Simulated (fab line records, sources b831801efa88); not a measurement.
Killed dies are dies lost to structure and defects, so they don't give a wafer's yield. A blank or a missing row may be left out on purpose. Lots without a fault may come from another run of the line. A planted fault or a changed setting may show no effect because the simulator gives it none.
Which tool did it? | flow gf180mcu | 24 lots, 72 wafers sampled, at 4 steps of a route of 602

WHAT THE GAUGES READ, wafer by wafer
GF_POLY_GATE_THK_MEAS_01. Usual: POLY_GATE_CVD_00_THK 201.5 nm, standard deviation 1.9.
lot  | measured     | on            | POLY_GATE_CVD_00_THK (nm) | flag
L074 | day 8 11:24  | film_metro-01 | 201.4 202.2 202.8         |
L075 | day 8 14:40  | film_metro-02 | 199.4 198.6 199.6         |
L076 | day 8 21:53  | film_metro-03 | 203.6 201.7 201.6         |
L077 | day 9 04:56  | film_metro-03 | 201.7 201.8 201.9         |
L078 | day 9 13:00  | film_metro-01 | 200.4 202.5 201.6         |
L079 | day 9 21:01  | film_metro-02 | 196.7 198.1 196.8         |
L080 | day 10 05:11 | film_metro-02 | 201.2 201.0 201.6         |
L081 | day 10 15:32 | film_metro-02 | 200.6 201.5 202.9         |
L082 | day 10 19:59 | film_metro-01 | 199.8 201.1 200.5         |
L083 | day 11 00:31 | film_metro-01 | 199.6 201.1 200.4         |
L084 | day 11 12:22 | film_metro-02 | 201.6 201.5 201.2         |
L085 | day 12 00:53 | film_metro-03 | 204.2 203.3 202.8         |
L086 | day 12 11:43 | film_metro-03 | 199.4 201.2 199.4         |
L087 | day 12 13:16 | film_metro-02 | 203.2 203.6 203.4         |
L088 | day 12 18:06 | film_metro-02 | 205.2 205.3 204.7         |
L089 | day 13 03:11 | film_metro-03 | 201.7 201.5 201.4         |
L090 | day 13 06:41 | film_metro-03 | 206.2 203.9 204.2         |
L091 | day 13 18:32 | film_metro-03 | 203.5 202.0 203.5         |
L092 | day 13 21:31 | film_metro-01 | 200.4 201.4 201.6         |
L093 | day 13 23:23 | film_metro-02 | 202.7 200.7 203.1         |
L094 | day 14 05:53 | film_metro-01 | 200.9 202.1 201.2         |
L095 | day 14 10:37 | film_metro-01 | 200.4 199.8 199.9         |
L096 | day 14 19:33 | film_metro-02 | 198.6 197.7 197.1         |
L097 | day 15 03:36 | film_metro-02 | 199.6 199.4 200.9         |

GF_M1_OVL_MEAS_15. Usual: M1_OVL -2 nm, standard deviation 5.1.
lot  | measured     | on         | M1_OVL (nm) | flag
L074 | day 17 01:49 | overlay-01 | -7 -7 -8    |
L075 | day 17 05:43 | overlay-02 | -6 -3 -2    |
L076 | day 17 16:37 | overlay-02 | 1 8 7       |
L077 | day 18 00:02 | overlay-02 | 6 -1 -5     |
L078 | day 18 12:32 | overlay-01 | 4 -1 -4     |
L079 | day 19 04:34 | overlay-02 | 3 4 2       |
L080 | day 19 12:23 | overlay-01 | -3 -3 -7    |
L081 | day 20 00:02 | overlay-01 | -7 -6 -7    |
L082 | day 20 04:08 | overlay-01 | 2 -4 -1     |
L083 | day 20 11:58 | overlay-02 | 2 7 4       |
L084 | day 21 02:34 | overlay-02 | -3 -2 0     |
L085 | day 21 18:58 | overlay-02 | -3 -4 -4    |
L086 | day 22 07:20 | overlay-02 | 5 1 1       |
L087 | day 22 10:32 | overlay-02 | -5 -4 -5    |
L088 | day 22 14:16 | overlay-01 | 0 -6 -1     |
L089 | day 23 00:04 | overlay-01 | -15 -9 -7   |
L090 | day 23 03:40 | overlay-02 | -8 -4 -6    |
L091 | day 23 15:47 | overlay-01 | 0 3 -1      |
L092 | day 23 20:40 | overlay-02 | 6 10 6      |
L093 | day 23 21:45 | overlay-02 | 2 2 4       |
L094 | day 24 06:28 | overlay-01 | -3 -5 -2    |
L095 | day 24 10:58 | overlay-01 | 4 -1 0      |
L096 | day 24 20:14 | overlay-01 | -8 -6 -7    |
L097 | day 25 01:55 | overlay-01 | -3 -3 2     |

GF_V1_THK_MEAS_25: measures by xrf. Usual: V1_W_THK 348 nm, standard deviation 5.1.
lot  | measured     | on            | V1_W_THK (nm) | flag
L074 | day 18 03:10 | film_metro-03 | 352 344 351   |
L075 | day 18 07:24 | film_metro-03 | 345 350 344   |
L076 | day 18 18:59 | film_metro-02 | 351 354 352   |
L077 | day 19 02:16 | film_metro-02 | 350 347 350   |
L078 | day 19 14:43 | film_metro-03 | 342 344 340   |
L079 | day 20 07:07 | film_metro-02 | 347 346 345   |
L080 | day 20 14:44 | film_metro-02 | 346 350 345   |
L081 | day 21 02:01 | film_metro-02 | 360 359 356   |
L082 | day 21 06:43 | film_metro-04 | 342 341 346   |
L083 | day 21 14:25 | film_metro-02 | 352 353 350   |
L084 | day 22 03:42 | film_metro-04 | 347 343 346   |
L085 | day 22 20:42 | film_metro-04 | 338 343 343   |
L086 | day 23 08:56 | film_metro-02 | 355 353 352   |
L087 | day 23 11:58 | film_metro-04 | 345 343 344   |
L088 | day 23 15:12 | film_metro-04 | 344 340 345   |
L089 | day 24 01:11 | film_metro-03 | 350 350 349   |
L090 | day 24 04:51 | film_metro-03 | 346 353 354   |
L091 | day 24 16:13 | film_metro-02 | 350 354 350   |
L092 | day 24 20:53 | film_metro-04 | 346 344 347   |
L093 | day 24 22:30 | film_metro-02 | 349 351 353   |
L094 | day 25 06:43 | film_metro-03 | 345 352 357   |
L095 | day 25 11:08 | film_metro-03 | 345 348 345   |
L096 | day 25 20:28 | film_metro-03 | 358 350 356   |
L097 | day 26 01:43 | film_metro-02 | 352 349 347   |

GF_M2_CD_MEAS_14: target cd 280 nm. Usual: cd_nm 280.1 nm, standard deviation 1.3.
lot  | measured     | on        | cd_nm (nm)        | flag
L074 | day 19 03:23 | cd_sem-01 | 278.6 279.9 280.1 |
L075 | day 19 08:04 | cd_sem-02 | 283.6 283.6 283.5 |
L076 | day 19 19:27 | cd_sem-02 | 281.2 281.6 281.7 |
L077 | day 20 02:44 | cd_sem-02 | 279.9 280.2 280.2 |
L078 | day 20 14:31 | cd_sem-02 | 280.7 281.3 280.0 |
L079 | day 21 07:50 | cd_sem-02 | 281.6 280.4 281.0 |
L080 | day 21 14:49 | cd_sem-02 | 280.6 279.2 280.6 |
L081 | day 22 00:58 | cd_sem-01 | 279.1 278.8 278.2 |
L082 | day 22 06:48 | cd_sem-01 | 280.3 281.6 280.4 |
L083 | day 22 14:28 | cd_sem-01 | 278.4 278.5 279.5 |
L084 | day 23 02:54 | cd_sem-01 | 278.7 278.3 278.0 |
L085 | day 23 19:18 | cd_sem-02 | 281.1 281.4 280.6 |
L086 | day 24 08:06 | cd_sem-01 | 279.6 280.1 278.5 |
L087 | day 24 11:02 | cd_sem-02 | 280.5 280.3 280.4 |
L088 | day 24 14:04 | cd_sem-01 | 280.5 281.7 280.9 |
L089 | day 25 00:14 | cd_sem-01 | 278.1 278.7 280.1 |
L090 | day 25 03:06 | cd_sem-01 | 279.0 280.1 279.2 |
L091 | day 25 14:23 | cd_sem-02 | 278.2 279.7 278.2 |
L092 | day 25 18:50 | cd_sem-02 | 280.5 281.0 280.9 |
L093 | day 25 20:38 | cd_sem-02 | 279.6 279.8 278.5 |
L094 | day 26 03:59 | cd_sem-01 | 279.8 280.2 278.2 |
L095 | day 26 08:22 | cd_sem-01 | 279.0 279.4 280.2 |
L096 | day 26 18:02 | cd_sem-02 | 281.0 280.3 279.6 |
L097 | day 26 22:26 | cd_sem-02 | 279.8 278.8 280.0 |

WHICH TOOL RAN EACH LOT (tool, then ch and the chambers of the sampled wafers, then the start)
The record holds no process step before these readings.

WHAT THE TOOLS THEMSELVES READ (means of the sampled wafers that have a number; where no wafer has one, the mark that the record gives instead)
The record holds no such reading with a usual standard deviation.

THE ANSWER, worked out from the rows above alone
Rule: a lot is off if the mean of its wafers that have a number lies more than 3 standard deviations from the usual mean. A lot without any number at a reading at which 4 lots or more have one is off too. The other lots that the step has rows for count as sound. The gauges are gone through in route order, then the tools' own readings, and for those a lot's mean is taken as printed above. The first step at which some lot is off is used, and at that step the reading that is off furthest; a lot without a number counts as furthest.
No lot is off at any reading shown: from this, nothing can be told.

WHAT THE SIMULATOR HAD PUT IN
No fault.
